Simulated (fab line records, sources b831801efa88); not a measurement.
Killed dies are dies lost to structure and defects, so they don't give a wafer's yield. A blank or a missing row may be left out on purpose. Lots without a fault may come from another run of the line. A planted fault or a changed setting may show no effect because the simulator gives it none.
Which tool did it? | flow gf180mcu | 12 lots, 35 wafers sampled, at 4 steps of a route of 602

WHAT THE GAUGES READ, wafer by wafer
GF_TOP_METAL_THK_MEAS_06: measures by xrf. Usual: TOP_METAL_ALCU_THK 892 nm, standard deviation 12.
lot  | measured     | on            | TOP_METAL_ALCU_THK (nm) | flag
L386 | day 27 03:16 | film_metro-02 | 900 903                 |
L387 | day 27 06:34 | film_metro-04 | 903 888 878             |
L389 | day 27 22:02 | film_metro-04 | 879 875 886             |
L391 | day 28 14:34 | film_metro-02 | 904 907 884             |
L399 | day 31 00:00 | film_metro-04 | 863 891 868             |
L400 | day 31 09:17 | film_metro-04 | 884 878 888             |
L401 | day 31 14:27 | film_metro-02 | 876 902 870             |
L403 | day 32 02:12 | film_metro-02 | 909 898 907             |
L404 | day 32 05:11 | film_metro-04 | 891 908 912             |
L407 | day 33 07:45 | film_metro-04 | 870 888 873             |
L408 | day 33 15:54 | film_metro-04 | 885 904 906             |
L409 | day 33 16:44 | film_metro-01 | 909 894 889             |

WHICH TOOL RAN EACH LOT (tool, then ch and the chambers of the sampled wafers, then the start)
lot  | GF_M3_SPUTTER_04             | GF_MIM_SPUTTER_01            | GF_MIM_STRIP_20
L386 | pvd_sputter-02, day 20 04:25 | pvd_sputter-02, day 24 07:29 | plasma_asher-01 ch 0,1, day 25 05:49
L387 | pvd_sputter-03, day 20 10:05 | pvd_sputter-02, day 24 12:25 | plasma_asher-01 ch 0,1, day 25 09:57
L389 | pvd_sputter-03, day 21 02:35 | pvd_sputter-02, day 25 03:48 | plasma_asher-03 ch 0,1, day 26 01:11
L391 | pvd_sputter-03, day 21 23:52 | pvd_sputter-03, day 25 23:05 | plasma_asher-03 ch 0,1, day 26 19:19
L399 | pvd_sputter-02, day 24 21:11 | pvd_sputter-04, day 28 12:59 | plasma_asher-01 ch 0,1, day 29 07:33
L400 | pvd_sputter-02, day 25 06:50 | pvd_sputter-04, day 28 22:18 | plasma_asher-01 ch 0,1, day 29 17:50
L401 | pvd_sputter-02, day 25 14:02 | pvd_sputter-03, day 29 04:53 | plasma_asher-01 ch 0,1, day 29 23:09
L403 | pvd_sputter-03, day 26 05:08 | pvd_sputter-02, day 29 16:26 | plasma_asher-01 ch 0,1, day 30 11:11
L404 | pvd_sputter-04, day 26 07:29 | pvd_sputter-03, day 29 20:02 | plasma_asher-04 ch 0,1, day 30 14:56
L407 | pvd_sputter-04, day 27 16:56 | pvd_sputter-02, day 31 01:28 | plasma_asher-01 ch 0,1, day 31 19:38
L408 | pvd_sputter-03, day 28 02:20 | pvd_sputter-02, day 31 10:07 | plasma_asher-04 ch 0,1, day 32 03:56
L409 | pvd_sputter-03, day 28 03:44 | pvd_sputter-03, day 31 11:48 | plasma_asher-04 ch 1, day 32 04:52
- GF_M3_SPUTTER_04: material TiN, target thk 50 nm, time 41.7 s.
- GF_MIM_SPUTTER_01: material TiN, target thk 30 nm, time 25 s.
- GF_MIM_STRIP_20: strips in O2/N2.

WHAT THE TOOLS THEMSELVES READ (means of the sampled wafers that have a number; where no wafer has one, the mark that the record gives instead)
GF_M3_SPUTTER_04. Usual: chamber_pressure_pa 0.4000 Pa, standard deviation 0.00085; throttle_valve_pct 30.1 %, standard deviation 1.
lot  | tool           | chamber_pressure_pa (Pa) | throttle_valve_pct (%) | flag
L386 | pvd_sputter-02 | 0.3996                   | 30.8                   |
L387 | pvd_sputter-03 | 0.3999                   | 31.0                   |
L389 | pvd_sputter-03 | 0.4004                   | 29.7                   |
L391 | pvd_sputter-03 | 0.3998                   | 29.9                   |
L399 | pvd_sputter-02 | 0.4003                   | 30.5                   |
L400 | pvd_sputter-02 | 0.3996                   | 29.9                   |
L401 | pvd_sputter-02 | 0.3997                   | 30.6                   |
L403 | pvd_sputter-03 | 0.3996                   | 30.9                   |
L404 | pvd_sputter-04 | 0.4010                   | 29.6                   |
L407 | pvd_sputter-04 | 0.3996                   | 29.3                   |
L408 | pvd_sputter-03 | 0.3999                   | 31.1                   |
L409 | pvd_sputter-03 | 0.3997                   | 28.8                   |

GF_MIM_SPUTTER_01. Usual: chamber_pressure_pa 0.4001 Pa, standard deviation 0.00074; throttle_valve_pct 30.1 %, standard deviation 0.89.
lot  | tool           | chamber_pressure_pa (Pa) | throttle_valve_pct (%) | flag
L386 | pvd_sputter-02 | 0.3983                   | 29.6                   |
L387 | pvd_sputter-02 | 0.3997                   | 30.3                   |
L389 | pvd_sputter-02 | 0.4000                   | 30.2                   |
L391 | pvd_sputter-03 | 0.4002                   | 29.8                   |
L399 | pvd_sputter-04 | 0.4005                   | 29.4                   |
L400 | pvd_sputter-04 | 0.4011                   | 30.2                   |
L401 | pvd_sputter-03 | 0.4003                   | 30.8                   |
L403 | pvd_sputter-02 | 0.3999                   | 30.6                   |
L404 | pvd_sputter-03 | 0.3994                   | 30.8                   |
L407 | pvd_sputter-02 | 0.4000                   | 30.6                   |
L408 | pvd_sputter-02 | 0.4003                   | 30.3                   |
L409 | pvd_sputter-03 | 0.4001                   | 29.8                   |

GF_MIM_STRIP_20. Usual: drypump_motor_current_A 5.68 A, standard deviation 0.3; heater_power_w 367 W, standard deviation 78; oes_product_au 0.692 a.u., standard deviation 0.0052; strip_time_to_endpoint_s 11.22 s, standard deviation 0.033.
lot  | tool            | drypump_motor_current_A (A) | heater_power_w (W) | oes_product_au (a.u.) | strip_time_to_endpoint_s (s) | flag
L386 | plasma_asher-01 | 5.86                        | 424                | 0.692                 | 11.20                        |
L387 | plasma_asher-01 | 5.86                        | 450                | 0.692                 | 11.26                        |
L389 | plasma_asher-03 | 5.28                        | 343                | 0.692                 | 11.26                        |
L391 | plasma_asher-03 | 5.32                        | 349                | 0.691                 | 11.24                        |
L399 | plasma_asher-01 | 5.82                        | 390                | 0.693                 | 11.23                        |
L400 | plasma_asher-01 | 5.82                        | 387                | 0.694                 | 11.21                        |
L401 | plasma_asher-01 | 5.90                        | 454                | 0.692                 | 11.20                        |
L403 | plasma_asher-01 | 5.78                        | 395                | 0.690                 | 11.23                        |
L404 | plasma_asher-04 | 5.72                        | 299                | 0.696                 | 11.22                        |
L407 | plasma_asher-01 | 5.79                        | 388                | 0.696                 | 11.17                        |
L408 | plasma_asher-04 | 5.73                        | 297                | 0.691                 | 11.22                        |
L409 | plasma_asher-04 | 6.16                        | 296                | 0.697                 | 11.24                        |

THE ANSWER, worked out from the rows above alone
Rule: a lot is off if the mean of its wafers that have a number lies more than 3 standard deviations from the usual mean. A lot without any number at a reading at which 4 lots or more have one is off too. The other lots that the step has rows for count as sound. The gauges are gone through in route order, then the tools' own readings, and for those a lot's mean is taken as printed above. The first step at which some lot is off is used, and at that step the reading that is off furthest; a lot without a number counts as furthest.
No lot is off at any reading shown: from this, nothing can be told.

WHAT THE SIMULATOR HAD PUT IN
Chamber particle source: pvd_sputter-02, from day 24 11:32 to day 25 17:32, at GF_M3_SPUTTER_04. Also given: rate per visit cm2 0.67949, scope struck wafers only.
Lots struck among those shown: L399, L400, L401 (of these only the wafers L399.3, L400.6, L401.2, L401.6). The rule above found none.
